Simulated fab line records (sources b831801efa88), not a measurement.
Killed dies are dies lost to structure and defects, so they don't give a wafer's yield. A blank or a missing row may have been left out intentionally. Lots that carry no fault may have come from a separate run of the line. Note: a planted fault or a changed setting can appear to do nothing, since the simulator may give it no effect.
fab line records | flow sky130
[record] lots = 6 wafers = 18 lastDay = 49
route steps=708 shown SONOS_ONO@176 GATE_OXIDE@187 POLY_GATE@204 PAD_OPEN@708
lots that met no fault: from a run of the same line without faults
startH: the number of hours between the record's first day and the start of the first shown wafer of the lot | waitH: how many hours have passed since the lot's step before this one | " the same as in the row above | L1.1+2: a single row standing in for several wafers | - no value, or no start was given | * or withheld: withheld | < > ~ a bound
route shown NAME@n: a module of which the file shows steps, and the number in the route of the first | usual: mean and standard deviation over wafers with no fault | same: alike in all rows | chamber/n: place in a boat | sites: readings site by site | _std_site: standard deviation of those values | _edge_site: inner sites' mean taken away from outer sites' mean | radiusMm: how far each site lies from the wafer's centre | mask NAME#n: copy n | behind: tool/chamber where the wafer was last shaped | hold: cause of the lot's hold/its duration in hours/its outcome | device: which transistor (n, p or np) failed to switch | end of line: the tests these same wafers got at the end of their route | for a step that has no rows: nothing shown but its recipe | killed: dies lost to structure and defects at the first sort, not the wafer's yield | map: a wafer's dies, x killed, . not, _ none there
set.NAME: setting as actually run; set.NAME@STEP: the setting as run at that earlier step | model.NAME: the simulator's own value behind a step, which no gauge read
certain route steps with their lots: each step a table, each wafer a row
services: when a tool's chamber went out of use (startH, in hours from the record's first day, below 0 if earlier), for how many hours, and the reason
[[steps]]
[step SKY_SONOS_ONO_COAT_08]
[recipe] resist = NOVOLAK spinRpm = 3000 resistThkNm = 1140
[step SKY_SONOS_ONO_SOFTBAKE_09]
[recipe] tempC = 90 timeS = 60 resist = NOVOLAK
[step SKY_SONOS_ONO_EXPOSE_10]
[recipe] maskId = ONOM targetCdNm = 410 na = 0.6 sourceShape = conventional sigmaOuter = 0.6 doseMj = 150
[step SKY_SONOS_ONO_PEB_11]
[recipe] tempC = withheld timeS = * resist = NOVOLAK
[step SKY_SONOS_ONO_DEVELOP_12]
[recipe] developTimeS = 60 devTempC = 23
[step SKY_SONOS_ONO_CD_MEAS_13]
[recipe] targetCdNm = 410
[usual] cdNm = 409.7/2.3
// columns lot.wafer tool chamber startH waitH cdNm
L473.1 cdSem-02 - 355.78 0.1 410.3
L473.2 " - " " 409.9
L473.5 " - " " 409.9
L476.1 cdSem-01 - 376.14 0.1 409.0
L476.2 " - " " 408.5
L476.3 " - " " 409.3
L481.2 cdSem-02 - 415.86 0.1 407.5
L481.3 " - " " 407.9
L481.4 " - " " 410.4
L482.1 cdSem-02 - 424.14 0.1 412.6
L482.2 " - " " 413.3
L482.3 " - " " 411.5
L483.3 cdSem-01 - 432.58 0.1 414.1
L483.4 " - " " 410.7
L483.5 " - " " 413.0
L484.3 cdSem-02 - 442.58 0.1 410.0
L484.4 " - " " 409.3
L484.6 " - " " 411.4
[step SKY_SONOS_ONO_OVL_MEAS_14]
[usual] SONOS_ONO_OVL = 0.1/1.4
// columns lot.wafer tool chamber startH waitH SONOS_ONO_OVL[nm]
L473.1 overlay-01 - 355.90 0.1 -0.2
L473.2 " - " " 0.7
L473.5 " - " " -0.5
L476.1 overlay-01 - 376.26 0.1 -0.6
L476.2 " - " " -1.2
L476.3 " - " " -2.4
L481.2 overlay-01 - 415.96 0.1 -0.2
L481.3 " - " " 0.4
L481.4 " - " " 0.8
L482.1 overlay-01 - 424.26 0.1 1.9
L482.2 " - " " -0.6
L482.3 " - " " -0.1
L483.3 overlay-01 - 432.67 0.1 -0.9
L483.4 " - " " -1.3
L483.5 " - " " -1.3
L484.3 overlay-02 - 442.67 0.1 0.8
L484.4 " - " " 0.1
L484.6 " - " " 1.2
[step SKY_SONOS_ONO_ETCH_15]
[recipe] targetDepthNm = 19.52 chemistry = CHF3/O2 sourceW = 600 biasW = 200 pressureMtorr = 40 chf3FlowSccm = 50 O2_flow_sccm = 5 timeS = 8.101
[usual] chamberPressureMTorr = 40.00/0.036 drypumpMotorCurrentA = 5.6/0.37 oesProductAu = 1.000/0.012 throttleValvePct = 8.825/0.01
// columns lot.wafer tool chamber startH waitH chamberPressureMTorr drypumpMotorCurrentA oesProductAu rfHoursCounterH throttleValvePct
L473.1 rieDiel-01 2 355.94 0.0 40.02 5.8 1.001 4 8.827
L473.2 " 0 " " 40.03 6.1 0.996 110 8.825
L473.5 " 3 " " 39.97 4.9 1.010 - 8.832
L476.1 rieDiel-02 0 376.29 0.0 40.05 5.2 1.010 45 8.819
L476.2 " 1 " " 39.95 5.5 1.001 75 8.833
L476.3 " 2 " " 39.97 6.0 1.010 17 8.829
L481.2 rieDiel-04 2 415.99 0.0 39.98 5.3 1.006 75 8.818
L481.3 " 1 " " 40.03 5.8 0.981 63 8.826
L481.4 " 0 " " 39.97 5.2 0.999 76 8.821
L482.1 rieDiel-04 1 424.29 0.0 40.01 5.7 0.988 63 8.832
L482.2 " 2 " " 40.01 5.3 1.013 75 8.830
L482.3 " 3 " " 40.02 6.0 0.984 68 8.810
L483.3 rieDiel-04 0 432.69 0.0 39.98 5.3 0.995 77 8.820
L483.4 " 3 " " 40.00 6.0 0.988 68 8.830
L483.5 " 0 " " 40.06 5.2 0.997 - 8.814
L484.3 rieDiel-04 1 442.69 0.0 40.07 5.8 0.982 63 8.820
L484.4 " 3 " " 40.04 6.0 0.989 69 8.819
L484.6 " 0 " " 40.02 5.3 0.993 - 8.822
[step SKY_SONOS_ONO_WET_ETCH_16]
[recipe] chemistry = dHF targetDepthNm = 14 dry = n2Spin target = SiO2 dilution = 100:1 tempC = 25 timeS = 280
[step SKY_SONOS_ONO_STRIP_17]
[recipe] chemistry = O2/N2 powerW = 1400 pressureMtorr = 1500 platenTempC = withheld o2FlowSccm = 3000 n2FlowSccm = 300 overashFraction = 0.5
[usual] chamberPressureMTorr = 1500.1/1.6 drypumpMotorCurrentA = 5.8/0.32 oesProductAu = 0.710/0.0053 stripTimeToEndpointS = 14.09/0.036
// columns lot.wafer tool chamber startH waitH chamberPressureMTorr drypumpMotorCurrentA oesProductAu rfHoursCounterH stripTimeToEndpointS
L473.1 plasmaAsher-02 0 356.06 0.0 1500.8 5.6 0.712 67 14.13
L473.2 " 1 " " 1500.0 5.9 0.719 67 14.11
L473.5 " 0 " " 1500.3 5.6 0.709 - 14.13
L476.1 plasmaAsher-01 0 376.40 0.0 1501.4 5.5 0.711 26 14.10
L476.2 " 1 " " 1498.5 6.1 0.709 26 14.11
L476.3 " 0 " " 1500.6 5.5 0.702 - 14.11
L481.2 plasmaAsher-02 1 416.11 0.0 1499.4 5.9 0.706 71 14.09
L481.3 " 0 " " 1497.3 5.6 0.703 - 14.09
L481.4 " 1 " " 1501.2 5.8 0.710 - 14.08
L482.1 plasmaAsher-03 1 424.41 0.0 1500.6 6.3 0.707 61 14.13
L482.2 " 0 " " 1499.6 5.2 0.712 61 14.13
L482.3 " 1 " " 1499.9 6.3 0.708 - 14.09
L483.3 plasmaAsher-02 1 432.84 0.0 1499.1 5.8 0.717 - 14.08
L483.4 " 0 " " 1498.9 5.6 0.711 - 14.10
L483.5 " 1 " " 1500.6 5.8 0.713 - 14.08
L484.3 plasmaAsher-01 0 442.83 0.0 1499.1 5.5 0.712 - 14.09
L484.4 " 1 " " 1503.5 6.1 0.716 - 14.14
L484.6 " 1 " " 1500.0 6.1 0.719 - 14.10
[step SKY_SONOS_ONO_WET_ETCH_18]
[recipe] chemistry = H3PO4 targetDepthNm = 15 target = Si3N4 tempC = 160 timeS = 172
[step SKY_GATE_OXIDE_CLEAN_00]
[recipe] chemistry = SC1/SC2 mix = 1:4:20 tempC = 70 timeS = 150 dry = n2Spin
[step SKY_GATE_OXIDE_OXIDATION_01]
[recipe] tempC = 900 ambient = O2 stabiliseS = 600 purgeS = 300 targetThkA = 102.68 oxTimeS = 1473
[usual] tube_center_temp_C_max = 902.3/0.38
// columns lot.wafer tool chamber startH waitH tube_center_temp_C_max model.SiO2_of_GATE_OXIDE_OXIDATION_01.thkNm
L473.1 furnace-02 0 358.98 2.7 903.1 10.32
L473.2 " 0 " " 902.1 10.18
L473.5 " 0 " " 902.5 10.12
L476.1 furnace-01 0 377.28 0.7 902.0 10.18
L476.2 " 0 " " 902.2 10.29
L476.3 " 0 " " 902.2 10.07
L481.2 furnace-02 0 419.51 3.2 902.4 10.15
L481.3 " 0 " " 902.0 10.06
L481.4 " 0 " " 902.8 10.12
L482.1 furnace-01 0 424.90 0.3 901.9 12.74
L482.2 " 0 " " 902.4 12.77
L482.3 " 0 " " 902.2 12.91
L483.3 furnace-02 0 433.74 0.7 902.9 10.04
L483.4 " 0 " " 902.4 10.06
L483.5 " 0 " " 902.6 10.1
L484.3 furnace-01 0 443.01 0.0 903.0 12.18
L484.4 " 0 " " 901.7 12.43
L484.6 " 0 " " 902.0 12.42
[step SKY_GATE_OXIDE_THK_MEAS_02]
[recipe] reads = SiO2_of_GATE_OXIDE_OXIDATION_01
[usual] GATE_OXIDE_OXIDATION_00_THK = 10.25/0.18
// columns lot.wafer tool chamber startH waitH GATE_OXIDE_OXIDATION_00_THK[nm]
L473.1 filmMetro-01 - 360.39 0.0 10.33
L473.2 " - " " 10.21
L473.5 " - " " 10.10
L476.1 filmMetro-04 - 378.69 0.0 10.13
L476.2 " - " " 10.29
L476.3 " - " " 10.04
L481.2 filmMetro-04 - 420.93 0.0 10.15
L481.3 " - " " 10.02
L481.4 " - " " 10.14
L482.1 filmMetro-04 - 426.31 0.0 12.70
L482.2 " - " " 12.78
L482.3 " - " " 12.89
L483.3 filmMetro-01 - 435.17 0.0 10.07
L483.4 " - " " 10.07
L483.5 " - " " 10.10
L484.3 filmMetro-04 - 444.44 0.0 12.15
L484.4 " - " " 12.46
L484.6 " - " " 12.39
[step SKY_GATE_OXIDE_DEHYDRATE_03]
[recipe] tempC = 200 timeS = 60
[step SKY_GATE_OXIDE_HMDS_04]
[recipe] primeTimeS = 60 primeTempC = 120
[step SKY_GATE_OXIDE_COAT_05]
[recipe] resist = NOVOLAK spinRpm = 3000 resistThkNm = 1140
[step SKY_GATE_OXIDE_SOFTBAKE_06]
[recipe] tempC = 90 timeS = 58.68 resist = NOVOLAK
[step SKY_GATE_OXIDE_EXPOSE_07]
[recipe] maskId = LVOM na = 0.6 sourceShape = conventional sigmaOuter = 0.6 polarization = unpolarized targetCdNm = 600 doseMj = 170
[step SKY_GATE_OXIDE_PEB_08]
[recipe] tempC = withheld timeS = * resist = NOVOLAK
[step SKY_GATE_OXIDE_DEVELOP_09]
[recipe] resist = NOVOLAK developer = TMAH developTimeS = 60 devTempC = 23
[step SKY_GATE_OXIDE_OVL_MEAS_10]
[usual] GATE_OXIDE_OVL = 0.8/1.4
// columns lot.wafer tool chamber startH waitH GATE_OXIDE_OVL[nm]
L473.1 overlay-01 - 388.74 0.1 3.1
L473.2 " - " " 1.8
L473.5 " - " " 0.7
L476.1 overlay-02 - 407.79 0.1 -0.5
L476.2 " - " " 1.5
L476.3 " - " " 1.1
L481.2 overlay-01 - 451.24 0.1 2.2
L481.3 " - " " 0.8
L481.4 " - " " 2.1
L482.1 overlay-02 - 457.54 0.1 2.1
L482.2 " - " " 0.6
L482.3 " - " " 2.7
L483.3 overlay-02 - 466.30 0.1 -1.7
L483.4 " - " " -1.5
L483.5 " - " " -2.9
L484.3 overlay-02 - 475.09 0.1 1.6
L484.4 " - " " 1.1
L484.6 " - " " 1.4
[step SKY_GATE_OXIDE_IMPLANT_11]
[recipe] species = B energyKev = 10 doseCm2 = 2.6e+12 tiltDeg = withheld
[step SKY_GATE_OXIDE_WET_ETCH_12]
[recipe] chemistry = dHF targetDepthNm = 16.8 dry = n2Spin target = SiO2 dilution = 100:1 tempC = 25 timeS = 336
[step SKY_GATE_OXIDE_STRIP_13]
[recipe] chemistry = O2/N2 powerW = 1400 pressureMtorr = 1500 platenTempC = withheld o2FlowSccm = 3000 n2FlowSccm = 300 overashFraction = 0.5
[usual] chamberPressureMTorr = 1500.2/1.4 drypumpMotorCurrentA = 6.1/0.5 oesProductAu = 0.716/0.0044 stripTimeToEndpointS = 14.19/0.039
// columns lot.wafer tool chamber startH waitH chamberPressureMTorr drypumpMotorCurrentA oesProductAu rfHoursCounterH stripTimeToEndpointS
L473.1 plasmaAsher-04 0 389.05 0.0 1499.9 6.2 0.712 70 14.20
L473.2 " 1 " " 1501.0 6.7 0.719 70 14.21
L473.5 " 1 " " 1498.6 6.7 0.712 - 14.21
L476.1 plasmaAsher-01 1 408.08 0.0 1500.3 6.1 0.720 30 14.15
L476.2 " 0 " " 1498.2 5.5 0.723 30 14.20
L476.3 " 0 " " 1501.2 5.5 0.715 - 14.16
L481.2 plasmaAsher-03 0 451.52 0.0 1498.5 5.2 0.723 64 14.20
L481.3 " 0 " " 1500.8 5.2 0.707 - 14.23
L481.4 " 1 " " 1499.2 6.3 0.717 - 14.26
L482.1 plasmaAsher-04 1 457.83 0.0 1500.3 6.7 0.709 77 14.15
L482.2 " 0 " " 1496.5 6.2 0.715 77 14.14
L482.3 " 1 " " 1503.3 6.7 0.718 - 14.15
L483.3 plasmaAsher-04 0 466.61 0.0 1499.8 6.2 0.722 - 14.28
L483.4 " 1 " " 1497.7 6.7 0.711 - 14.24
L483.5 " 1 " " 1500.8 6.7 0.716 - 14.23
L484.3 plasmaAsher-04 1 475.40 0.0 1499.5 6.7 0.717 - 14.21
L484.4 " 0 " " 1498.3 6.2 0.710 - 14.16
L484.6 " 0 " " 1499.1 6.2 0.721 - 14.15
[step SKY_GATE_OXIDE_TW_MEAS_14]
[usual] GATE_OXIDE_TW = 225.3/0.97
// columns lot.wafer tool chamber startH waitH GATE_OXIDE_TW
L473.1 filmMetro-02 - 389.15 0.1 224.7
L473.2 " - " " 222.9
L473.5 " - " " 223.2
L476.1 filmMetro-04 - 408.18 0.1 226.1
L476.2 " - " " 225.3
L476.3 " - " " 226.2
L481.2 filmMetro-02 - 451.63 0.1 225.3
L481.3 " - " " 223.5
L481.4 " - " " 224.8
L482.1 filmMetro-04 - 457.93 0.1 225.4
L482.2 " - " " 225.3
L482.3 " - " " 226.8
L483.3 filmMetro-01 - 466.70 0.1 226.1
L483.4 " - " " 224.9
L483.5 " - " " 226.0
L484.3 filmMetro-01 - 475.49 0.1 225.6
L484.4 " - " " 224.4
L484.6 " - " " 226.0
[step SKY_GATE_OXIDE_CLEAN_15]
[recipe] chemistry = SC1/SC2 mix = 1:4:20 tempC = 70 timeS = 150 dry = n2Spin
[step SKY_GATE_OXIDE_OXIDATION_16]
[recipe] tempC = 800 ambient = O2 idleTempC = 700 rampUpCPerMin = 10 rampDownCPerMin = 3 stabiliseS = 600 purgeS = 300 targetThkA = 35.7 oxTimeS = 1915
[usual] tube_center_temp_C_max = 802.0/0.3
// columns lot.wafer tool chamber startH waitH tube_center_temp_C_max model.SiO2_of_GATE_OXIDE_OXIDATION_01.thkNm
L473.1 furnace-02 0 389.61 0.3 801.9 11.69
L473.2 " 0 " " 801.9 11.57
L473.5 " 0 " " 802.2 11.52
L476.1 furnace-02 0 408.29 0.0 801.8 11.56
L476.2 " 0 " " 801.7 11.67
L476.3 " 0 " " 802.1 11.5
L481.2 furnace-02 0 451.74 0.0 802.2 11.51
L481.3 " 0 " " 802.4 11.43
L481.4 " 0 " " 801.8 11.46
L482.1 furnace-01 0 458.04 0.0 803.0 13.96
L482.2 " 0 " " 801.9 13.94
L482.3 " 0 " " 802.2 14.09
L483.3 furnace-01 0 469.67 2.9 801.9 11.45
L483.4 " 0 " " 802.0 11.45
L483.5 " 0 " " 801.9 11.52
L484.3 furnace-01 0 476.43 0.8 802.1 13.46
L484.4 " 0 " " 802.0 13.69
L484.6 " 0 " " 801.9 13.67
[step SKY_POLY_GATE_CVD_00]
[recipe] material = poly-Si targetThkNm = 180 tempC = 620 timeS = 720 pressureMtorr = 200
[step SKY_PAD_OPEN_PROBE_99]
[usual] killed_at_M0_to_M3 = 43/7.7 killed_at_M4_up = 2.9/1.7 killedAtContacts = 24/5.5 killedAtFrontEnd = 15/4 killedAtOther = 0.4/0.66 killedDies = 86/9.4 killedOpen = 47/6.7 killedShort = 38/6.2
[same] grossDies = 492 killedAtBackSide = 0
// columns lot.wafer tool chamber startH waitH killed_at_M0_to_M3 killed_at_M4_up killedAtContacts killedAtFrontEnd killedAtOther killedDies killedOpen killedShort model.etest.nfet_16v.rOnOhmUm model.etest.pfet_16v.rOnOhmUm model.etest.tipSonos.rsOhmSq model.etest.pfetG5v0d10v5.rOnOhmUm model.etest.nfetG5v0d10v5.rOnOhmUm model.etest.nfetG5v0d10v5.driveUaUm model.etest.nfet_05v0_nvt.driveUaUm model.etest.pfetG5v0d10v5.driveUaUm
L473.1 prober-01 - 1133.22 0.1 40 2 28 16 1 87 45 42 1.404e+04 1.56e+04 2649 4895 1935 595 568 332.7
L473.2 prober-01 - 1133.27 0.1 45 5 17 22 1 90 50 40 1.404e+04 1.559e+04 2588 4821 1925 605 577.8 339.4
L473.5 prober-01 - 1133.42 0.2 52 6 22 10 0 90 50 40 1.392e+04 1.559e+04 2589 4761 1917 605.3 577.4 341.8
L476.1 prober-02 - 1144.81 0.1 53 6 26 16 0 101 53 47 1.411e+04 1.49e+04 2645 4696 1855 609.9 573 348.3
L476.2 prober-02 - 1144.86 0.1 40 0 18 19 1 78 39 39 1.418e+04 1.522e+04 2675 4741 1894 603.9 571 342.9
L476.3 prober-02 - 1144.91 0.2 48 5 16 12 0 81 41 40 1.411e+04 1.547e+04 2643 4752 1867 608.6 576.3 344.5
L481.2 prober-01 - 1170.55 0.1 32 2 28 15 1 78 44 34 1.393e+04 1.514e+04 2620 4637 1868 607.2 578.5 349.4
L481.3 prober-01 - 1170.60 0.2 35 3 38 20 1 97 55 41 1.384e+04 1.491e+04 2604 4636 1852 610.2 584.4 355
L481.4 prober-01 - 1170.65 0.2 34 2 25 12 0 73 40 33 1.397e+04 1.503e+04 2610 4619 1852 613.4 585 352.1
L482.1 prober-02 - 1172.45 0.1 43 1 29 13 0 86 48 38 1.524e+04 1.567e+04 3246 5279 2110 500.4 490.9 290.6
L482.2 prober-02 - 1172.50 0.1 48 2 21 10 1 82 46 35 1.517e+04 1.581e+04 3298 5320 2091 505.1 494.1 292.9
L482.3 prober-02 - 1172.55 0.2 60 1 15 12 2 90 45 44 1.526e+04 1.607e+04 3325 5332 2102 498.8 489.1 291.1
L483.3 prober-01 - 1177.12 0.2 39 3 17 12 0 71 31 39 1.398e+04 1.525e+04 2634 4742 1864 610.4 585.2 344.1
L483.4 prober-01 - 1177.17 0.2 53 1 25 16 1 96 47 48 1.389e+04 1.504e+04 2626 4704 1876 615.1 581.2 345
L483.5 prober-01 - 1177.22 0.2 36 4 21 16 0 77 44 33 1.398e+04 1.536e+04 2631 4710 1851 610.5 578.7 344.8
L484.3 prober-02 - 1183.77 0.2 32 2 27 16 0 77 50 27 1.514e+04 1.558e+04 3079 5231 2060 523 506.5 299.8
L484.4 prober-02 - 1183.82 0.2 47 3 14 15 1 80 43 36 1.512e+04 1.541e+04 3110 5224 2054 517 497.5 297.6
L484.6 prober-02 - 1183.92 0.2 36 2 24 7 0 69 41 27 1.527e+04 1.563e+04 3107 5156 2063 523.9 501.8 307.7
// killed by level:class
L473.1 VIA1:geometricParticle:open=11 CONTACT:geometricParticle:open=9 CONTACT:geometricParticle:short=7 VIA1:geometricParticle:short=6 FIELD_ISO:geometricParticle:short=5 LOCAL_INTERCONNECT:geometricParticle:short=5 METAL3:geometricParticle:short=5 VIA3:geometricParticle:open=5
L473.2 VIA1:geometricParticle:open=10 VIA2:geometricParticle:open=7 POLY_GATE:geometricParticle:open=6 CONTACT:geometricParticle:open=6 METAL1:geometricParticle:short=6 FIELD_ISO:geometricParticle:short=5 LI_CONTACT:geometricParticle:open=5 METAL2:geometricParticle:short=5
L473.5 VIA1:geometricParticle:open=16 VIA2:geometricParticle:open=11 METAL2:geometricParticle:short=8 CONTACT:geometricParticle:open=7 LOCAL_INTERCONNECT:geometricParticle:short=5 METAL4:geometricParticle:short=5 VIA1:geometricParticle:short=5 FIELD_ISO:geometricParticle:short=4
L476.1 CONTACT:geometricParticle:open=14 VIA1:geometricParticle:open=11 VIA1:geometricParticle:short=8 LI_CONTACT:geometricParticle:open=7 VIA3:geometricParticle:open=7 METAL1:geometricParticle:short=6 VIA2:geometricParticle:open=6 FIELD_ISO:geometricParticle:short=5
L476.2 VIA1:geometricParticle:open=8 POLY_GATE:geometricParticle:open=6 LOCAL_INTERCONNECT:geometricParticle:short=6 METAL2:geometricParticle:short=6 LI_CONTACT:geometricParticle:open=5 VIA2:geometricParticle:short=5 VIA2:geometricParticle:open=5 FIELD_ISO:geometricParticle:short=4
L476.3 VIA1:geometricParticle:open=12 VIA2:geometricParticle:open=7 METAL1:geometricParticle:short=6 METAL2:geometricParticle:short=6 CONTACT:geometricParticle:short=5 CONTACT:geometricParticle:open=5 VIA3:geometricParticle:short=5 VIA1:geometricParticle:short=5
L481.2 CONTACT:geometricParticle:open=9 LI_CONTACT:geometricParticle:open=8 VIA2:geometricParticle:open=7 POLY_GATE:geometricParticle:open=5 CONTACT:geometricParticle:short=5 VIA3:geometricParticle:open=5 FIELD_ISO:geometricParticle:short=4 METAL1:geometricParticle:short=4
L481.3 CONTACT:geometricParticle:open=18 VIA1:geometricParticle:short=7 CONTACT:geometricParticle:short=6 VIA1:geometricParticle:open=6 POLY_GATE:geometricParticle:open=5 LI_CONTACT:geometricParticle:open=5 LOCAL_INTERCONNECT:geometricParticle:short=5 VIA3:geometricParticle:open=5
L481.4 CONTACT:geometricParticle:open=12 VIA1:geometricParticle:open=7 VIA1:geometricParticle:short=5 POLY_GATE:geometricParticle:short=4 LI_CONTACT:geometricParticle:open=4 CONTACT:geometricParticle:short=4 METAL2:geometricParticle:short=4 POLY_GATE:geometricParticle:open=3
L482.1 VIA1:geometricParticle:open=14 LI_CONTACT:geometricParticle:open=10 CONTACT:geometricParticle:short=8 CONTACT:geometricParticle:open=6 VIA2:geometricParticle:open=6 FIELD_ISO:geometricParticle:open=5 METAL2:geometricParticle:short=5 POLY_GATE:geometricParticle:short=4
L482.2 VIA1:geometricParticle:open=16 VIA1:geometricParticle:short=7 LI_CONTACT:geometricParticle:open=6 CONTACT:geometricParticle:open=6 METAL1:geometricParticle:short=5 METAL2:geometricParticle:short=5 VIA2:geometricParticle:open=4 VIA3:geometricParticle:short=4
L482.3 VIA2:geometricParticle:open=10 METAL2:geometricParticle:short=8 VIA3:geometricParticle:open=7 METAL1:geometricParticle:short=7 VIA1:geometricParticle:short=6 CONTACT:geometricParticle:open=6 VIA1:geometricParticle:open=6 POLY_GATE:geometricParticle:short=5
L483.3 VIA2:geometricParticle:open=8 METAL1:geometricParticle:short=7 VIA2:geometricParticle:short=6 LOCAL_INTERCONNECT:geometricParticle:short=5 VIA1:geometricParticle:open=4 CONTACT:geometricParticle:open=4 METAL1:geometricParticle:open=4 FIELD_ISO:geometricParticle:short=3
L483.4 VIA2:geometricParticle:open=10 VIA1:geometricParticle:open=9 METAL1:geometricParticle:short=8 LI_CONTACT:geometricParticle:open=8 CONTACT:geometricParticle:short=7 CONTACT:geometricParticle:open=6 FIELD_ISO:geometricParticle:short=5 VIA1:geometricParticle:short=5
L483.5 CONTACT:geometricParticle:open=11 LI_CONTACT:geometricParticle:open=7 VIA1:geometricParticle:open=7 METAL1:geometricParticle:short=6 FIELD_ISO:geometricParticle:open=4 FIELD_ISO:geometricParticle:short=4 POLY_GATE:geometricParticle:open=4 METAL4:geometricParticle:short=4
L484.3 CONTACT:geometricParticle:open=12 VIA1:geometricParticle:open=9 VIA3:geometricParticle:open=6 VIA2:geometricParticle:open=4 LI_CONTACT:geometricParticle:open=4 LOCAL_INTERCONNECT:geometricParticle:short=4 CONTACT:geometricParticle:short=4 METAL1:geometricParticle:short=4
L484.4 VIA1:geometricParticle:open=13 FIELD_ISO:geometricParticle:open=6 METAL1:geometricParticle:short=6 LI_CONTACT:geometricParticle:open=5 LOCAL_INTERCONNECT:geometricParticle:short=4 VIA1:geometricParticle:short=4 VIA2:geometricParticle:open=4 VIA3:geometricParticle:open=4
L484.6 VIA1:geometricParticle:open=12 CONTACT:geometricParticle:open=9 VIA2:geometricParticle:open=7 LOCAL_INTERCONNECT:geometricParticle:short=6 LI_CONTACT:geometricParticle:open=5 METAL2:geometricParticle:short=5 FIELD_ISO:geometricParticle:short=2 SPACER:geometricParticle:open=2
[[services]]
// columns tool chamber startH hours kind
furnace-01 - 350.37 3.7 pm
plasmaAsher-03 - 352.82 8.9 repair
rieDiel-02 2 360.90 2.2 repair
plasmaAsher-03 - 364.48 7.3 repair
furnace-02 - 378.15 4.3 pm
rieDiel-01 0 381.96 5.3 repair
plasmaAsher-04 - 384.16 4.2 repair
plasmaAsher-02 - 385.04 21.0 repair
rieDiel-01 0 387.29 - clean
rieDiel-01 0 387.29 23.5 scheduledDown
rieDiel-01 0 387.29 23.5 ventCycle
rieDiel-04 - 389.13 14.6 pm
rieDiel-01 1 389.61 6.0 repair
rieDiel-01 3 390.66 3.3 repair
furnace-01 - 411.96 7.2 pm
plasmaAsher-02 - 421.25 9.0 pm
plasmaAsher-02 0 421.25 9.0 ventCycle
plasmaAsher-02 1 421.25 9.0 ventCycle
plasmaAsher-02 0 430.25 - clean
plasmaAsher-02 1 430.25 - clean
plasmaAsher-01 - 458.78 8.1 repair
furnace-02 - 464.46 4.5 repair
plasmaAsher-03 - 475.92 3.0 repair
[[key]]
[firstSign] step = SKY_GATE_OXIDE_THK_MEAS_02 reading = GATE_OXIDE_OXIDATION_00_THK direction = up sigmas = 13 usual = 10.25 struck = 12.56
effect none on later readings
[modelEffect] step = SKY_GATE_OXIDE_OXIDATION_01 value = SiO2_of_GATE_OXIDE_OXIDATION_01.thkNm without = 10.26 struck = 12.57
[modelEffect] step = SKY_GATE_OXIDE_OXIDATION_16 value = SiO2_of_GATE_OXIDE_OXIDATION_01.thkNm without = 11.66 struck = 13.8
[modelEffect] step = SKY_PAD_OPEN_PROBE_99 value = etest.nfet_16v.rOnOhmUm without = 1.403e+04 struck = 1.52e+04
metAt SKY_GATE_OXIDE_OXIDATION_01
struckWafers L482.1,L482.2,L482.3,L484.3,L484.4,L484.6
testerLeftOut L482,L484
onsetBetween 377.28 424.90
[fault] kind = processParameterDrift tool = furnace-01 chamber = - onsetH = 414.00 steps = SKY_GATE_OXIDE_OXIDATION_01 channel = oxTimeS offset = * shape = step endH = 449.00 actsIn = * stated = *
// testerLeftOut: of these lots the tester's yield and bins aren't shown, on N5 and GAA mostly nor the transistor test; their killed dies are dies lost to structure and defects alone, not to doping, threshold or leakage, so they don't give the yield
